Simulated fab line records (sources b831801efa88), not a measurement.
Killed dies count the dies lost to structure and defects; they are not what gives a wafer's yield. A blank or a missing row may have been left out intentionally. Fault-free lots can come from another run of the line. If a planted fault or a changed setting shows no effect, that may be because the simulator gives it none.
One fault through the eyes of 2 desks ; flow sky130 ; each desk holds nothing but its own numbers, with what lay behind them at the end

THE METROLOGY DESK
What the gauges read, lot by lot, whatever tool the lot ran on: means of the sampled wafers that have a number. The brackets show how far a lot's mean lies from the usual mean; more than 4 standard deviations puts the lot out of limits, marked OUT.
Columns: A = VIA1_W_RS at SKY_VIA1_RS_MEAS_22, usual 0.427 ohm/sq; B = VIA1_W_THK at SKY_VIA1_THK_MEAS_23, usual 267 nm
lot;first seen here;A;B
L253;day 35 21:24;0.426;267
L262;day 37 11:24;0.428;266
L265;day 38 11:38;0.420;272
L267;day 39 00:56;0.424;269
L272;day 40 17:13;0.428;266
L273;day 40 18:37;0.425;267
This desk's verdict: no lot among the 6 shows anything out of limits.

THE TOOL OWNER'S DESK: pvd_sputter-03
The tool's own readings at SKY_METAL2_SPUTTER_03 (material Ti, target thk 5 nm, time 3.3 s): means of the sampled wafers that have a number, for each lot that ran on this tool. The brackets show how far a lot's mean lies from the usual mean; more than 4 standard deviations puts the lot out of limits, marked OUT.
Columns: A = throttle_valve_pct at SKY_METAL2_SPUTTER_03, usual 30.1 %
lot;first seen here;A
L262;day 37 11:55;29.8
L265;day 38 12:40;30.3
L267;day 39 01:29;30.4
This desk's verdict: no lot among the 3 shows anything out of limits.

ALL TOGETHER
The metrology desk saw nothing out of limits.
Nothing out of limits was seen by the tool owner's desk.

WHAT THE SIMULATOR HAD PUT IN
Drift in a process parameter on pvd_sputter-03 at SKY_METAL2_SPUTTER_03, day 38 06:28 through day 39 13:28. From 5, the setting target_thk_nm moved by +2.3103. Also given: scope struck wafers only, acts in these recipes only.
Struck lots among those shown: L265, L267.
